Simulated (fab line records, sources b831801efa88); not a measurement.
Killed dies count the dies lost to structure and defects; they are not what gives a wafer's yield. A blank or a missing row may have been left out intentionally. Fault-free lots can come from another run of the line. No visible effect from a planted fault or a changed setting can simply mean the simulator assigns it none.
8D (eight disciplines) problem report, filled in by code ; flow gf180mcu ; the parts of the form that need people (team, actions taken, sign-off) are left out

1. PROBLEM STATEMENT
M2_ALCU_RS at GF_M2_RS_MEAS_05 reads a mean of 0.0475 ohm/sq on 1 wafer of 1 lot; wafers without a fault read 0.0694 ohm/sq with a standard deviation of 0.00077. Measured from the usual mean, that is -28 standard deviations.
The step: measures by four-point-probe.
First seen on wafer L698.3, day 22 02:53, on film-metro-02. Wafers with a number at this step in the record: 36, from 12 lots. The rule behind "out" and "out of limits": a value lying over 4 standard deviations away from the usual mean. All remaining wafers that have a number are taken as sound.

2. WHAT IT IS AND WHAT IT IS NOT
question;is;is not
which readings at this step;M2_ALCU_RS;-
which lots;L698;L688, L689, L690, L691, L693, L695, L705, L706, L708, L709, L710
which wafers of those lots;L698.3;L698.1, L698.4
read on which gauges;film-metro-02;film-metro-01, film-metro-03
when;from day 22 02:53;"up to then (20 sound wafers); but 15 sound wafers of L705, L706, L708, L709, L710 came after"

3. SUSPECTS, AND WHAT RULES EACH OUT
Counting: any tool at a process step up to the reading remains a suspect provided it ran every lot that is out. Sound lots after the first of them don't rule it out here, since some wafers of a struck lot are sound.
- the gauge at GF_M2_RS_MEAS_05 is ruled out. All the wafers that are out were read on film-metro-02, but those of them that GF_PASSIVATION_PROBE_99 has rows for are out there too, on other tools.
- pvd-sputter-02 at GF_M1_SPUTTER_04 (material TiN, target thk 50 nm, time 41.7 s): kept. It processed L698, the lot that is out, at day 20 00:20, and its most recent sound lot before then was L693 at day 17 22:41.
- rie-metal-02 at GF_M1_METAL_ETCH_16 (etches the open film in Cl2/BCl3, stops on SiO2, target depth 750.8 nm, time 125.1 s): kept. It processed L698, the lot that is out, at day 21 00:22, and its most recent sound lot before then was L695 at day 19 18:43.
- cvd-w-02 at GF_V1_CVD_23 (deposits W, target thk 350 nm, time 105.05 s): kept. It processed L698, the lot that is out, at day 22 02:04, and its most recent sound lot before then was L693 at day 20 00:52.
- pvd-sputter-02 at GF_M2_SPUTTER_02 (material AlCu, target thk 450 nm, time 23.9 s): kept. It processed L698, the lot that is out, at day 22 02:47, and its most recent sound lot before then was L695 at day 20 23:01.
- Within cvd-w-02 at GF_V1_CVD_23: the wafers that are out ran in chamber 0; their sound lot-mates ran in chamber 1.
Left after counting: pvd-sputter-02 at GF_M1_SPUTTER_04, rie-metal-02 at GF_M1_METAL_ETCH_16, cvd-w-02 at GF_V1_CVD_23, pvd-sputter-02 at GF_M2_SPUTTER_02.

4. THE CAUSE (what the simulator had put in)
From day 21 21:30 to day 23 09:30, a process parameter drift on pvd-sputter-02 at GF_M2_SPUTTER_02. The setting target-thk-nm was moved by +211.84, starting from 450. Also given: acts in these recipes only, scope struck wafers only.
Counting leaves 4 suspects; this tool is one of them.

5. SEQUENCE OF EFFECTS, ordered by route
One row per reading whose mean, taken over the struck wafers that have a number, lies over 3 standard deviations from the usual. Only readings for which the record gives a usual standard deviation are gone through. hours: the time from each lot's start at the first step in this table that gives one to its start at this step, as a median over the lots. sigmas: the change in usual standard deviations.
hours;step;reading;usual;on struck wafers;change;sigmas
0;GF_M2_RS_MEAS_05;M2_ALCU_RS;0.0694 ohm/sq;0.0475;-0.0219;-28
0;GF_M2_THK_MEAS_06;M2_ALCU_THK;448 nm;654;+206;+40
238;GF_PASSIVATION_PROBE_99;defect-limited-yield;90.8 %;20.7;-70.1;-50
238;GF_PASSIVATION_PROBE_99;killed_at_M0_to_M3;20;367;+347;+81
238;GF_PASSIVATION_PROBE_99;killed-dies;45;390;+345;+49
238;GF_PASSIVATION_PROBE_99;killed-on-rim;9.0;96.0;+87.0;+30
The process steps in it:
- GF_PASSIVATION_PROBE_99

6. HOW IT WOULD HAVE BEEN CAUGHT EARLIER
The first out-of-limits reading at a measuring or inspecting step in this record came at day 22 02:53, 5 hours after the fault's start at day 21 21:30.
Tool readings at GF_M2_SPUTTER_02 with a usual standard deviation given in the record: none out on any struck wafer, hence no alarm at a limit of 4 standard deviations on them.
By day 22 02:53, every lot that is out (1) had started GF_M2_SPUTTER_02 on pvd-sputter-02. Tool hold at that time: it would have spared none of them.
